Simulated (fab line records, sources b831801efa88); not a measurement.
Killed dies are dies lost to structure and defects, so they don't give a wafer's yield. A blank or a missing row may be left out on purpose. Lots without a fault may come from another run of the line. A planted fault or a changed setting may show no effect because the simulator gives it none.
Which tool did it? | flow sky130 | 12 lots, 36 wafers sampled, at 5 steps of a route of 708

WHAT THE GAUGES READ, wafer by wafer
SKY_SONOS_ONO_THK_MEAS_05. Usual: SONOS_ONO_CVD_04_THK 5.74 nm, standard deviation 0.094.
lot  | measured     | on            | SONOS_ONO_CVD_04_THK (nm) | flag
L834 | day 11 06:59 | film_metro-02 | 5.70 5.78 5.74            |
L836 | day 12 09:33 | film_metro-01 | 5.73 5.66 5.70            |
L839 | day 13 10:49 | film_metro-02 | 5.80 5.78 5.72            |
L840 | day 13 10:49 | film_metro-03 | 5.73 5.52 5.75            |
L841 | day 13 19:50 | film_metro-02 | 5.65 5.74 5.72            |
L842 | day 14 06:13 | film_metro-01 | 5.59 5.65 5.69            |
L843 | day 14 20:56 | film_metro-02 | 5.79 5.81 5.80            |
L844 | day 15 01:35 | film_metro-03 | 5.90 5.81 5.85            |
L852 | day 17 09:04 | film_metro-02 | 5.74 5.78 5.73            |
L854 | day 18 05:27 | film_metro-03 | 5.86 5.94 5.91            |
L855 | day 18 08:33 | film_metro-01 | 5.80 5.82 5.82            |
L856 | day 19 00:26 | film_metro-03 | 5.82 5.66 5.93            |

SKY_GATE_OXIDE_OVL_MEAS_10. Usual: GATE_OXIDE_OVL 0.4 nm, standard deviation 1.3.
lot  | measured     | on         | GATE_OXIDE_OVL (nm) | flag
L834 | day 13 11:19 | overlay-02 | 0.2 -1.7 -1.3       |
L836 | day 14 18:02 | overlay-01 | 0.0 0.2 0.2         |
L839 | day 15 17:11 | overlay-01 | 0.3 1.3 1.8         |
L840 | day 15 15:35 | overlay-02 | 2.3 2.1 4.0         |
L841 | day 16 02:41 | overlay-01 | 1.0 -0.8 -0.6       |
L842 | day 16 14:38 | overlay-01 | -0.5 0.3 0.2        |
L843 | day 17 07:23 | overlay-02 | 0.7 1.0 -0.1        |
L844 | day 17 13:36 | overlay-02 | 1.5 1.7 2.1         |
L852 | day 20 00:00 | overlay-02 | 1.0 0.4 0.2         |
L854 | day 20 20:26 | overlay-01 | 0.6 1.3 0.9         |
L855 | day 20 23:23 | overlay-01 | -1.0 -1.8 0.9       |
L856 | day 21 15:23 | overlay-02 | 0.4 -0.6 0.2        |

SKY_POLY_GATE_CD_MEAS_22. Usual: cd_nm 150.5 nm, standard deviation 1.8.
lot  | measured     | on        | cd_nm (nm)        | flag
L834 | day 16 07:29 | cd_sem-01 | 150.5 151.7 150.9 |
L836 | day 17 09:27 | cd_sem-02 | 149.8 149.3 150.7 |
L839 | day 18 13:16 | cd_sem-02 | 152.0 152.5 151.4 |
L840 | day 18 10:37 | cd_sem-01 | 152.5 153.3 153.8 |
L841 | day 18 22:37 | cd_sem-02 | 151.8 151.1 151.6 |
L842 | day 19 15:09 | cd_sem-01 | 152.5 155.4 152.1 |
L843 | day 20 03:45 | cd_sem-02 | 150.2 148.3 150.2 |
L844 | day 20 11:33 | cd_sem-02 | 150.8 150.2 150.8 |
L852 | day 22 19:56 | cd_sem-02 | 146.4 148.9 145.6 |
L854 | day 23 16:06 | cd_sem-01 | 150.4 149.8 147.8 |
L855 | day 23 20:59 | cd_sem-02 | 151.5 152.0 153.5 |
L856 | day 24 10:13 | cd_sem-02 | 151.7 152.0 151.2 |

WHICH TOOL RAN EACH LOT (tool, then ch and the chambers of the sampled wafers, then the start)
lot  | SKY_POLY_GATE_ETCH_16              | SKY_POLY_GATE_STRIP_18
L834 | rie_diel-04 ch 0,1,3, day 16 05:28 | plasma_asher-01 ch 0,1, day 16 05:37
L836 | rie_diel-02 ch 0,2,3, day 17 07:31 | plasma_asher-04 ch 0,1, day 17 07:40
L839 | rie_diel-02 ch 0,3, day 18 10:10   | plasma_asher-04 ch 0,1, day 18 10:21
L840 | rie_diel-01 ch 0,2,3, day 18 08:10 | plasma_asher-04 ch 0,1, day 18 08:21
L841 | rie_diel-01 ch 0,2,3, day 18 20:22 | plasma_asher-01 ch 0,1, day 18 20:33
L842 | rie_diel-01 ch 1,2,3, day 19 12:49 | plasma_asher-03 ch 0,1, day 19 12:58
L843 | rie_diel-01 ch 2,3, day 20 02:07   | plasma_asher-04 ch 0, day 20 02:16
L844 | rie_diel-01 ch 0,2,3, day 20 08:46 | plasma_asher-01 ch 0,1, day 20 08:54
L852 | rie_diel-01 ch 0,3, day 22 18:14   | plasma_asher-01 ch 0,1, day 22 18:25
L854 | rie_diel-02 ch 0,1,2, day 23 14:28 | plasma_asher-01 ch 0,1, day 23 14:37
L855 | rie_diel-01 ch 0,1,2, day 23 18:10 | plasma_asher-04 ch 0,1, day 23 18:21
L856 | rie_diel-01 ch 0,2, day 24 08:34   | plasma_asher-01 ch 0,1, day 24 08:43
- SKY_POLY_GATE_ETCH_16: etches Si3N4 in CH3F/O2, stops on poly-Si, time 147.5 s, target depth 75 nm.
- SKY_POLY_GATE_STRIP_18: strips in O2/N2.

WHAT THE TOOLS THEMSELVES READ (means of the sampled wafers that have a number; where no wafer has one, the mark that the record gives instead)
SKY_POLY_GATE_ETCH_16. Usual: bias_w 80.00 W, standard deviation 0.27; drypump_motor_current_A 5.6 A, standard deviation 0.47; oes_product_au 0.641 a.u., standard deviation 0.0055; throttle_valve_pct 10.535 %, standard deviation 0.0088.
lot  | tool        | bias_w (W) | drypump_motor_current_A (A) | oes_product_au (a.u.) | throttle_valve_pct (%) | flag
L834 | rie_diel-04 | 80.01      | 5.4                         | 0.642                 | 10.537                 |
L836 | rie_diel-02 | 79.78      | 5.6                         | 0.648                 | 10.544                 |
L839 | rie_diel-02 | 79.84      | 5.5                         | 0.639                 | 10.541                 |
L840 | rie_diel-01 | 80.31      | 5.9                         | 0.634                 | 10.542                 |
L841 | rie_diel-01 | 79.92      | 5.9                         | 0.646                 | 10.527                 |
L842 | rie_diel-01 | 80.08      | 5.8                         | 0.643                 | 10.542                 |
L843 | rie_diel-01 | 100.23     | 5.9                         | 0.639                 | 10.535                 | OFF
L844 | rie_diel-01 | 100.29     | 5.9                         | 0.636                 | 10.523                 | OFF
L852 | rie_diel-01 | 80.25      | 5.5                         | 0.645                 | 10.532                 |
L854 | rie_diel-02 | 80.09      | 5.8                         | 0.640                 | 10.538                 |
L855 | rie_diel-01 | 79.94      | 5.8                         | 0.632                 | 10.530                 |
L856 | rie_diel-01 | 79.91      | 5.9                         | 0.642                 | 10.535                 |

SKY_POLY_GATE_STRIP_18. Usual: drypump_motor_current_A 5.8 A, standard deviation 0.31; oes_product_au 0.360 a.u., standard deviation 0.0052; strip_time_to_endpoint_s 3.161 s, standard deviation 0.028.
lot  | tool            | drypump_motor_current_A (A) | oes_product_au (a.u.) | strip_time_to_endpoint_s (s) | flag
L834 | plasma_asher-01 | 5.9                         | 0.353                 | 3.173                        |
L836 | plasma_asher-04 | 5.9                         | 0.362                 | 3.120                        |
L839 | plasma_asher-04 | 5.9                         | 0.356                 | 3.160                        |
L840 | plasma_asher-04 | 5.9                         | 0.363                 | 3.126                        |
L841 | plasma_asher-01 | 5.9                         | 0.358                 | 3.111                        |
L842 | plasma_asher-03 | 5.2                         | 0.357                 | 3.156                        |
L843 | plasma_asher-04 | 5.8                         | 0.361                 | 3.074                        | OFF
L844 | plasma_asher-01 | 5.9                         | 0.351                 | 3.044                        | OFF
L852 | plasma_asher-01 | 5.8                         | 0.362                 | 3.171                        |
L854 | plasma_asher-01 | 5.9                         | 0.360                 | 3.165                        |
L855 | plasma_asher-04 | 5.9                         | 0.359                 | 3.173                        |
L856 | plasma_asher-01 | 5.9                         | 0.359                 | 3.170                        |

THE ANSWER, worked out from the rows above alone
Rule: a lot is off if the mean of its wafers that have a number lies more than 3 standard deviations from the usual mean. A lot without any number at a reading at which 4 lots or more have one is off too. The other lots that the step has rows for count as sound. The gauges are gone through in route order, then the tools' own readings, and for those a lot's mean is taken as printed above. The first step at which some lot is off is used, and at that step the reading that is off furthest; a lot without a number counts as furthest.
Off: L843, L844, at SKY_POLY_GATE_ETCH_16 (bias_w).
A tool fits if, at that step or a process step before it, it ran every lot that is off, and no sound lot after the first of them. None of those tried fits.

WHAT THE SIMULATOR HAD PUT IN
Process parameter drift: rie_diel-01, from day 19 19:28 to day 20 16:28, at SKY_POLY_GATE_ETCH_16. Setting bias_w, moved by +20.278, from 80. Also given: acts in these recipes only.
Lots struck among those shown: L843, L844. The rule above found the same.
